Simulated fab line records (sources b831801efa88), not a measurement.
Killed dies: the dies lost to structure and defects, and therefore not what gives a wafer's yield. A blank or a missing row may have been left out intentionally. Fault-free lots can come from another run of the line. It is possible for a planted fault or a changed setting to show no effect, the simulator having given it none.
A lot that was struck, set against a sound lot -- flow sky130 -- 17 steps out of a route of 708
Sound: these wafers, L211.1, L211.5, L211.6. Wafers struck: L215.3, L215.4, L215.5. At the end, the cause is stated.
Order at every step that has rows: each side's tool, ch and its chambers, its first start. Under that, the readings that differ: sound wafers -- struck wafers -- difference of the means -- sigmas: that difference in standard deviations of wafers without a fault.
alike: readings whose means differ by less than 2 such deviations, and words and numbers that are the same on both sides. not compared: withheld readings, readings that some wafer has no value for, bounds like >300 that may hide the same value, and numbers for which the record gives no deviation and whose values overlap.
The two part at a step that has a row with sigmas, a row that says differs or no value, or rows on one side only. Non-overlapping numbers with no deviation appear without sigmas and do not part them. Lack of a reading on every wafer of one side parts them only where that side has two or more wafers.

first, 4 steps without rows for these wafers: SKY_FIELD_ISO_WET_ETCH_29 (etches Si3N4 in H3PO4, target depth 160 nm, time 1825 s); SKY_FIELD_ISO_WET_ETCH_30 (etches SiO2 in dHF, target depth 25 nm, time 50 s); SKY_NWELL_CLEAN_00 (cleans in SC1/SC2, time 150 s); SKY_NWELL_OXIDATION_01 (stabilise 600 s, purge 300 s, target thk 10 nm).
SKY_NWELL_THK_MEAS_02:
  sound on film_metro-03 at day 3 00:56; struck on film_metro-01 at day 3 12:40
  alike: NWELL_OXIDATION_THK
then, 7 steps without rows for these wafers: SKY_DNWELL_DEHYDRATE_00 (time 60 s); SKY_DNWELL_HMDS_01 (prime time 60 s); SKY_DNWELL_COAT_02 (resist thk 3000 nm); SKY_DNWELL_SOFTBAKE_03; SKY_DNWELL_EXPOSE_04 (exposes mask DNM, target cd 3000 nm); SKY_DNWELL_PEB_05; SKY_DNWELL_DEVELOP_06 (develop time 60 s).
SKY_DNWELL_IMPLANT_07:
  sound on implanter-04 ch 0, day 3 16:18; struck on implanter-01 ch 0, day 4 05:11
  alike: end_station_pressure_torr
  not compared: implant_ion_amu
SKY_DNWELL_STRIP_08: strips in O2/N2.
  sound on plasma_asher-02 ch 0,1, day 3 16:27; struck on plasma_asher-02 ch 0,1, day 4 05:20
  alike: chamber_pressure_mTorr, drypump_motor_current_A, oes_product_au, strip_time_to_endpoint_s
  not compared: rf_hours_counter_h
SKY_DNWELL_TW_MEAS_09:
  sound on film_metro-03 at day 3 16:33; struck on film_metro-02 at day 4 05:25
reading,sound,struck,difference,sigmas
DNWELL_TW,1108 1110 1112,1999 2006 2005,+893,+74
then, 1 step without rows for these wafers: SKY_PWDE_DEHYDRATE_00 (time 60 s).
-- the record jumps here: 43 days lie between the struck wafers' starts before and after (it left off in module PWDE and takes up again in module PAD_OPEN, whose first step shown is number 708 of the route) --
SKY_PAD_OPEN_PROBE_99:
  only the struck wafers here have rows in the record (prober-02, day 46 22:05); the sound ones have none

## WHERE THEY PART
Earliest at SKY_DNWELL_TW_MEAS_09; latest, in this record, at SKY_PAD_OPEN_PROBE_99.

WHY: the cause the simulator had injected
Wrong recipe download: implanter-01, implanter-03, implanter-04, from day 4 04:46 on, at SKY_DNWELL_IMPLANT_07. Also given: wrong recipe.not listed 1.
